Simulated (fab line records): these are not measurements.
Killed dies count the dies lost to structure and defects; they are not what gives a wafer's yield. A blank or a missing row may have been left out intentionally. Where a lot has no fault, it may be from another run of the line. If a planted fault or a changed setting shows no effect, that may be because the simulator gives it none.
Which tool did it? | flow sky130 | 29 wafers from 11 lots sampled at 6 of the route's 708 steps

== WHAT THE GAUGES READ, wafer by wafer ==
SKY_LI_CONTACT_THK_MEAS_23: measures by xrf. Usual: for LI_CONTACT_W_THK the level is 417 nm and the standard deviation is 8.2.
lot  | measured     | on            | LI_CONTACT_W_THK (nm) | flag
L502 | day 31 00:04 | film metro-02 | 415 414 415           |
L503 | day 31 18:47 | film metro-01 | 415 413 423           |
L505 | day 32 05:47 | film metro-04 | 427 416 423           |
L508 | day 33 02:31 | film metro-01 | 403 403 404           |
L511 | day 34 10:30 | film metro-04 | 420                   |
L513 | day 34 13:16 | film metro-02 | 417                   |
L515 | day 35 05:52 | film metro-04 | 429 424 423           |
L517 | day 35 15:11 | film metro-01 | 404 408 421           |
L520 | day 36 16:43 | film metro-02 | 421 415 411           |
L521 | day 36 18:38 | film metro-02 | 423 428 423           |
L522 | day 37 09:01 | film metro-02 | 430 432 420           |

SKY_VIA1_RS_MEAS_22: uses a four-point probe to measure. Usual: for VIA1_W_RS the level is 0.424 ohm/sq and the standard deviation is 0.0069.
lot  | measured     | on            | VIA1_W_RS (ohm/sq)                  | flag
L502 | day 35 20:00 | film metro-04 | 0.431 0.423 0.429                   |
L503 | day 36 13:32 | film metro-02 | 0.429 0.426 0.432                   |
L505 | day 37 01:07 | film metro-02 | 0.416 0.427 0.418                   |
L508 | day 37 22:13 | film metro-01 | 0.414 0.422 0.411                   |
L511 | day 39 03:55 | film metro-01 | 0.332 0.331                         | OFF
L513 | day 39 05:45 | film metro-02 | 0.329 0.330                         | OFF
L515 | day 39 20:18 | film metro-02 | 0.333 0.410 0.415 0.333 0.412 0.415 | OFF
L517 | day 40 07:16 | film metro-04 | 0.432 0.428 0.432                   |
L520 | day 41 04:30 | film metro-02 | 0.432 0.424 0.432                   |
L521 | day 41 07:55 | film metro-02 | 0.426 0.423 0.422                   |
L522 | day 41 21:35 | film metro-02 | 0.424 0.428 0.427                   |

SKY_VIA1_THK_MEAS_23: measures by xrf. Usual: for VIA1_W_THK the level is 278 nm and the standard deviation is 4.4.
lot  | measured     | on            | VIA1_W_THK (nm)         | flag
L502 | day 35 20:05 | film metro-04 | 276 283 278             |
L503 | day 36 13:39 | film metro-02 | 276 278 274             |
L505 | day 37 01:14 | film metro-02 | 286 279 285             |
L508 | day 37 22:20 | film metro-01 | 282 277 282             |
L511 | day 39 07:50 | film metro-01 | 355 354                 | OFF
L513 | day 39 08:51 | film metro-02 | 360 360                 | OFF
L515 | day 39 22:35 | film metro-02 | 360 287 286 357 288 285 | OFF
L517 | day 40 07:23 | film metro-04 | 275 277 275             |
L520 | day 41 04:37 | film metro-02 | 274 277 275             |
L521 | day 41 08:02 | film metro-02 | 276 279 279             |
L522 | day 41 21:42 | film metro-02 | 280 276 277             |

== WHAT TOOL EACH LOT RAN ON (gives the tool, then ch and the chambers of the sampled wafers, and finally the start) ==
lot  | SKY_LI_CONTACT_ETCH_14             | SKY_LI_CONTACT_SPUTTER_19    | SKY_VIA1_CVD_21
L502 | rie diel-04 ch 0,1,2, day 30 23:14 | pvd sputter-02, day 30 23:39 | cvd w-02 ch 0,1, day 35 19:53
L503 | rie diel-04 ch 0,3, day 31 17:59   | pvd sputter-02, day 31 18:25 | cvd w-02 ch 0, day 36 13:26
L505 | rie diel-03 ch 0,3, day 32 04:59   | pvd sputter-02, day 32 05:24 | cvd w-01 ch 0,1, day 37 01:01
L508 | rie diel-03 ch 0,3, day 33 01:41   | pvd sputter-02, day 33 02:08 | cvd w-01 ch 0,1, day 37 22:07
L511 | rie diel-03 ch 0, day 34 09:40     | pvd sputter-02, day 34 10:06 | cvd w-01 ch 0, day 39 03:49
L513 | rie diel-02 ch 3, day 34 12:25     | pvd sputter-04, day 34 12:51 | cvd w-01 ch 0, day 39 05:39
L515 | rie diel-03 ch 0,2,3, day 35 05:01 | pvd sputter-01, day 35 05:27 | cvd w-01 ch 0,1, day 39 20:12
L517 | rie diel-04 ch 0,1,2, day 35 14:23 | pvd sputter-04, day 35 14:49 | cvd w-02 ch 0,1, day 40 07:11
L520 | rie diel-02 ch 2,3, day 36 15:55   | pvd sputter-01, day 36 16:20 | cvd w-02 ch 0,1, day 41 04:24
L521 | rie diel-03 ch 0,1,2, day 36 17:49 | pvd sputter-04, day 36 18:15 | cvd w-02 ch 0,1, day 41 07:49
L522 | rie diel-02 ch 0,2,3, day 37 08:13 | pvd sputter-04, day 37 08:38 | cvd w-02 ch 0,1, day 41 21:28
- SKY_LI_CONTACT_ETCH_14: etches BARC in N2/H2, stops on SiO2, time 45.9 s, target depth 60 nm.
- SKY_LI_CONTACT_SPUTTER_19: material Ti, target thk 20 nm, time 106.37 s.
- SKY_VIA1_CVD_21: deposits W, target thk 270 nm, time 80.902 s.

== WHAT THE TOOLS THEMSELVES READ (means of the sampled wafers that have a number; where no wafer has one, the mark that the record gives instead) ==
SKY_LI_CONTACT_ETCH_14. Usual: drypump motor current A 5.8 A, standard deviation 0.47; oes product au 0.855 a.u., standard deviation 0.0041; throttle valve pct 13.225 %, standard deviation 0.0099.
lot  | tool        | drypump motor current A (A) | oes product au (a.u.) | throttle valve pct (%) | flag
L502 | rie diel-04 | 5.6                         | 0.861                 | 13.223                 |
L503 | rie diel-04 | 5.1                         | 0.854                 | 13.219                 |
L505 | rie diel-03 | 6.1                         | 0.856                 | 13.229                 |
L508 | rie diel-03 | 6.2                         | 0.856                 | 13.221                 |
L511 | rie diel-03 | 5.8                         | 0.849                 | 13.228                 |
L513 | rie diel-02 | 6.0                         | 0.856                 | 13.238                 |
L515 | rie diel-03 | 6.0                         | 0.858                 | 13.225                 |
L517 | rie diel-04 | 5.6                         | 0.852                 | 13.227                 |
L520 | rie diel-02 | 6.1                         | 0.850                 | 13.229                 |
L521 | rie diel-03 | 5.6                         | 0.856                 | 13.225                 |
L522 | rie diel-02 | 6.1                         | 0.855                 | 13.229                 |

SKY_LI_CONTACT_SPUTTER_19. Usual: throttle valve pct 30.2 %, standard deviation 1.1.
lot  | tool           | throttle valve pct (%) | flag
L502 | pvd sputter-02 | 30.5                   |
L503 | pvd sputter-02 | 30.8                   |
L505 | pvd sputter-02 | 31.5                   |
L508 | pvd sputter-02 | 29.9                   |
L511 | pvd sputter-02 | 29.4                   |
L513 | pvd sputter-04 | 29.2                   |
L515 | pvd sputter-01 | 30.7                   |
L517 | pvd sputter-04 | 30.0                   |
L520 | pvd sputter-01 | 30.7                   |
L521 | pvd sputter-04 | 29.6                   |
L522 | pvd sputter-04 | 30.1                   |

SKY_VIA1_CVD_21. Usual: heater power w 838 W, standard deviation 89.
lot  | tool     | heater power w (W) | flag
L502 | cvd w-02 | 798                |
L503 | cvd w-02 | 864                |
L505 | cvd w-01 | 852                |
L508 | cvd w-01 | 852                |
L511 | cvd w-01 | 981                |
L513 | cvd w-01 | 976                |
L515 | cvd w-01 | 858                |
L517 | cvd w-02 | 751                |
L520 | cvd w-02 | 806                |
L521 | cvd w-02 | 760                |
L522 | cvd w-02 | 761                |

== THE ANSWER, worked out from the rows above alone ==
Rule: take the mean of a lot's wafers that have a number; if it is more than 3 standard deviations from the usual mean, the lot is off. A lot without any number at a reading at which 4 lots or more have one is off too. Any other lot the step has rows for is counted as sound. Order of review: gauges by route order, followed by the tools' own readings, for which a lot's mean as printed above is used. At the first step where some lot is off, the reading lying furthest off is the one used; lots without a number count as furthest.
Off: L511, L513, L515, seen at SKY_VIA1_RS_MEAS_22 (VIA1_W_RS).
A tool fits if, at a process step before that reading, it ran every lot that is off, and no sound lot after the first of them. The gauges at SKY_VIA1_RS_MEAS_22 are tried like those tools. One fits: cvd w-01 at SKY_VIA1_CVD_21. A fault onset in the window from L508 (day 37 22:07, its last sound lot) to L511 (day 39 03:49, its first lot off) fits.

== WHAT THE SIMULATOR HAD PUT IN ==
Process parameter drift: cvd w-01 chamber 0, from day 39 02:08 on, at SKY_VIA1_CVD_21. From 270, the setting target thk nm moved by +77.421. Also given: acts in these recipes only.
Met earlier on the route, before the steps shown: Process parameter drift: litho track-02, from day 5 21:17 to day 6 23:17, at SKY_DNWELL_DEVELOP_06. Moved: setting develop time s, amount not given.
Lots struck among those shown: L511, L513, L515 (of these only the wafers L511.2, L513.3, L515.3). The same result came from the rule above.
